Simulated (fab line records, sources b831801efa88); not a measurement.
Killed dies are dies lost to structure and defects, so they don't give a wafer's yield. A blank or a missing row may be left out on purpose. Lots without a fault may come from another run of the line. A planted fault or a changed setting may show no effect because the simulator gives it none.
fab line records | flow sky130 | part 2 of 2: steps 29 to 37 of 37
record lots=5 wafers=15 last_day=49
route steps=708 shown LI_CONTACT@372 LOCAL_INTERCONNECT@387 CONTACT@406
lots that met no fault: from a run of the same line without faults
start_h: hours from the record's first day to the start of the lot's first wafer shown | wait_h: hours since the lot's step before | " the same as in the row above | L1.1+2: a row that stands for several wafers | - no value, or no start given | * or withheld: withheld | < > ~ a bound
route shown NAME@n: a module of which the file shows steps, and the number in the route of the first | usual: mean/standard deviation of fault-free wafers | same: alike in all rows | chamber/n: place in a boat | sites: the reading at each site | _std_site: their standard deviation | _edge_site: outer sites' mean less inner sites' | radius_mm: how far each site lies from the wafer's centre | mask NAME#n: copy n | behind: the tool/chamber that last shaped the wafer | hold: why the lot was held/for how many hours/how that ended | device: the transistor (n, p or np) that didn't switch | end of line: the same wafers' tests at the end of the route | a step without rows: its recipe alone | killed: dies lost to structure and defects at the first sort, not the wafer's yield | map: a wafer's dies, x killed, . not, _ none there
set.NAME: the setting as run; set.NAME@STEP: as run at that earlier step | model.NAME: the simulator's own value behind a step, which no gauge read
lots at some steps of the route; a table a step, a row a wafer
services: from which hour (start_h, from the record's first day; less than 0 if before it) a tool's chamber was out of use, for how many hours, and why
## steps
# step SKY_LOCAL_INTERCONNECT_ETCH_13
# recipe chemistry=N2/H2 target=BARC ion_energy_ev=200 bias_w=100 pressure_mtorr=30 n2_flow_sccm=100 h2_flow_sccm=200 icp_w=500 stop_on=SiO2 time_s=45.9 target_depth_a=600
# usual drypump_motor_current_A=5.6/0.46 he_backside_leak_sccm=3.29/0.29 oes_product_au=0.855/0.0049 throttle_valve_pct=13.227/0.0093
# columns lot.wafer tool chamber start_h wait_h drypump_motor_current_A he_backside_leak_sccm oes_product_au rf_hours_counter_h throttle_valve_pct
L078.1 rie_metal-03 1 732.83 0.0 5.4 3.17 0.864 13 13.229
L078.3 " 0 " " 5.7 3.38 0.851 - 13.226
L078.6 " 1 " " 5.4 3.39 0.857 - 13.237
L080.2 rie_metal-02 1 758.28 0.0 5.5 3.15 0.861 13 13.226
L080.4 " 0 " " 5.1 3.30 0.849 - 13.219
L080.6 " 0 " " 5.0 3.13 0.856 - 13.225
L086.1 rie_metal-01 0 798.55 0.0 5.7 3.40 0.850 2 13.241
L086.5 " 1 " " 6.5 3.27 0.843 - 13.233
L086.6 " 0 " " 5.7 3.36 0.857 - 13.219
L089.1 rie_metal-01 1 826.10 0.0 6.5 3.19 0.855 15 13.216
L089.3 " 0 " " 5.7 3.39 0.863 - 13.235
L089.5 " 1 " " 6.5 3.28 0.859 - 13.238
L090.3 rie_metal-03 0 833.53 0.1 5.7 3.19 0.859 - 13.222
L090.4 " 0 " " 5.7 3.35 0.846 - 13.216
L090.6 " 0 " " 5.6 3.29 0.856 - 13.234
# step SKY_LOCAL_INTERCONNECT_METAL_ETCH_14
# recipe target_depth_nm=110 stop_on=PSG chemistry=Cl2/BCl3 target=TiN resist_sidewall_deg=88 pressure_mtorr=10 icp_w=900 bias_w=48.5 Cl2_flow_sccm=60 bcl3_flow_sccm=30 time_s=31.4
# usual drypump_motor_current_A=5.6/0.46 he_backside_leak_sccm=3.3/0.31 mfc_cl2_sccm=59.96/0.18 oes_product_au=0.940/0.0071 throttle_valve_pct=21.902/0.01
# columns lot.wafer tool chamber start_h wait_h drypump_motor_current_A he_backside_leak_sccm mfc_cl2_sccm oes_product_au rf_hours_counter_h throttle_valve_pct
L078.1 rie_metal-03 1 732.89 0.0 5.4 2.9 59.89 0.946 13 21.881
L078.3 " 0 " " 5.7 3.3 59.83 0.942 - 21.887
L078.6 " 1 " " 5.4 5.4 59.94 0.947 - 21.908
L080.2 rie_metal-02 1 758.36 0.1 5.4 3.2 59.92 0.944 13 21.908
L080.4 " 0 " " 5.0 3.3 59.66 0.946 - 21.889
L080.6 " 0 " " 5.0 3.3 59.59 0.950 - 21.885
L086.1 rie_metal-01 0 798.62 0.0 5.7 3.5 60.10 0.926 2 21.903
L086.5 " 1 " " 6.5 3.4 60.23 0.935 - 21.900
L086.6 " 0 " " 5.7 3.4 60.02 0.941 - 21.902
L089.1 rie_metal-01 1 826.17 0.0 6.5 3.5 60.10 0.940 15 21.894
L089.3 " 0 " " 5.7 3.2 60.08 0.940 - 21.921
L089.5 " 1 " " 6.5 3.6 59.80 0.931 - 21.905
L090.3 rie_metal-03 0 833.65 0.1 5.6 3.2 60.19 0.932 - 21.918
L090.4 " 0 " " 5.6 3.3 60.03 0.926 - 21.892
L090.6 " 0 " " 5.7 3.2 60.21 0.935 - 21.912
# step SKY_LOCAL_INTERCONNECT_STRIP_15
# recipe chemistry=O2/N2 power_w=1400 pressure_mtorr=1500 platen_temp_c=withheld o2_flow_sccm=3000 n2_flow_sccm=300 overash_fraction=0.5
# usual drypump_motor_current_A=5.7/0.51 oes_product_au=0.427/0.0051 strip_time_to_endpoint_s=4.729/0.019
# columns lot.wafer tool chamber start_h wait_h drypump_motor_current_A oes_product_au rf_hours_counter_h strip_time_to_endpoint_s
L078.1 plasma_asher-02 1 732.94 0.0 5.4 0.433 107 4.715
L078.3 " 0 " " 5.6 0.430 - 4.750
L078.6 " 0 " " 5.6 0.416 - 4.715
L080.2 plasma_asher-04 0 758.43 0.0 5.0 0.430 93 4.726
L080.4 " 0 " " 5.0 0.426 - 4.718
L080.6 " 0 " " 5.0 0.426 - 4.740
L086.1 plasma_asher-02 1 798.67 0.0 5.4 0.429 5 4.743
L086.5 " 0 " " 5.6 0.424 - 4.740
L086.6 " 1 " " 5.4 0.424 - 4.753
L089.1 plasma_asher-02 1 826.22 0.0 5.4 0.431 8 4.738
L089.3 " 0 " " 5.6 0.422 - 4.708
L089.5 " 0 " " 5.6 0.439 - 4.720
L090.3 plasma_asher-04 1 833.75 0.1 5.3 0.430 - 4.717
L090.4 " 0 " " 5.0 0.414 - 4.718
L090.6 " 1 " " 5.3 0.421 - 4.721
# step SKY_LOCAL_INTERCONNECT_STRIP_16
# recipe chemistry=post_etch_residue_remover time_s=1200 temp_c=72.5
# columns lot.wafer tool chamber start_h wait_h
L078.1+3+6 wet_bench-02 1 733.04 0.1
L080.2+4+6 wet_bench-02 1 758.53 0.1
L086.1+5+6 wet_bench-02 2 798.77 0.1
L089.1+3+5 wet_bench-04 1 826.32 0.1
L090.3+4+6 wet_bench-01 0 833.81 0.0
# step SKY_LOCAL_INTERCONNECT_CLEAN_17
# recipe chemistry=IPA time_s=180 temp_c=25
# columns lot.wafer tool chamber start_h wait_h
L078.1+3+6 wet_bench-01 3 733.38 0.0
L080.2+4+6 wet_bench-01 0 758.87 0.0
L086.1+5+6 wet_bench-04 2 799.11 0.0
L089.1+3+5 wet_bench-02 2 826.66 0.0
L090.3+4+6 wet_bench-02 1 834.16 0.0
# step SKY_LOCAL_INTERCONNECT_CLEAN_18
# recipe chemistry=O3/DIW dry=n2_spin
# columns lot.wafer tool chamber start_h wait_h
L078.1+3+6 wet_bench-04 0 733.44 0.0
L080.2+4+6 wet_bench-04 0 758.95 0.0
L086.1+5+6 wet_bench-01 2 799.17 0.0
L089.1+3+5 wet_bench-01 1 826.72 0.0
L090.3+4+6 wet_bench-01 1 834.21 0.0
# step SKY_CONTACT_CVD_00
# recipe material=Si3N4 target_thk_nm=75 temp_c=400 time_s=withheld rf_w=450
# usual heater_power_w=689/97
# columns lot.wafer tool chamber start_h wait_h heater_power_w
L078.1 pecvd-02 1 733.53 0.0 736
L078.3 " 2 " " 607
L078.6 " 1 " " 755
L080.2 pecvd-04 2 759.04 0.0 687
L080.4 " 0 " " 568
L080.6 " 1 " " 727
L086.1 pecvd-03 2 799.26 0.0 667
L086.5 " 2 " " 671
L086.6 " 1 " " 614
L089.1 pecvd-03 0 826.81 0.0 756
L089.3 " 2 " " 689
L089.5 " 0 " " 748
L090.3 pecvd-03 0 834.32 0.0 739
L090.4 " 2 " " 676
L090.6 " 0 " " 754
# step SKY_CONTACT_THK_MEAS_01
# recipe reads=Si3N4_of_CONTACT_CVD_00
# usual CONTACT_CVD_00_THK=74.6/0.88
# columns lot.wafer tool chamber start_h wait_h CONTACT_CVD_00_THK[nm]
L078.1 film_metro-02 - 733.57 - 75.1
L078.3 " - " " 74.7
L078.6 " - " " 75.2
L080.2 film_metro-01 - 759.08 - 73.5
L080.4 " - " " 75.1
L080.6 " - " " 75.2
L086.1 film_metro-01 - 799.30 - 72.8
L086.5 " - " " 74.9
L086.6 " - " " 74.6
L089.1 film_metro-01 - 826.86 - 74.3
L089.3 " - " " 75.5
L089.5 " - " " 75.3
L090.3 film_metro-02 - 834.38 - 74.2
L090.4 " - " " 74.2
L090.6 " - " " 74.6
# step SKY_CONTACT_HDPCVD_02
# recipe material=SiO2 target_thk_nm=565 sigma_open_frac=0.3 time_s=94.2 temp_c=600 sih4_flow_sccm=60 pressure_mtorr=6
# columns lot.wafer tool chamber start_h wait_h
L078.1+3+6 hdpcvd-01 2,1,1 733.63 0.1
L080.2+4+6 hdpcvd-01 0,1,2 759.13 0.0
L086.1+5+6 hdpcvd-01 2,0,1 799.36 0.1
L089.1+3+5 hdpcvd-01 1,2,2 826.92 0.1
L090.3+4+6 hdpcvd-01 0,1,0 834.42 0.0
## services
# columns tool chamber start_h hours kind
pvd_sputter-04 - 689.33 4.9 repair
pvd_sputter-04 - 691.95 5.0 repair
rie_metal-03 0 695.61 1.2 repair
krf_scanner-02 - 695.86 1.0 pm
cvd_w-01 - 696.16 0.9 repair
krf_scanner-02 - 697.45 0.5 repair
cmp-02 - 700.44 1.6 repair
wet_bench-04 - 705.12 1.6 repair
pecvd-03 2 706.13 6.6 repair
cvd_w-01 - 708.46 1.1 repair
pvd_sputter-01 - 713.10 1.4 repair
pecvd-03 0 713.17 22.8 repair
pecvd-03 - 725.45 5.5 pm
rie_metal-01 - 725.68 14.6 pm
plasma_asher-02 - 733.75 9.0 pm
krf_scanner-02 - 738.50 0.3 repair
cmp-02 - 755.75 0.5 repair
hdpcvd-01 - 766.29 6.0 pm
cmp-02 - 773.42 0.5 repair
krf_scanner-02 - 774.84 0.8 pm
rie_diel-02 1 779.88 11.5 repair
rie_diel-01 - 789.52 0.8 repair
rie_diel-01 - 791.56 14.6 pm
rie_diel-02 1 813.81 6.2 repair
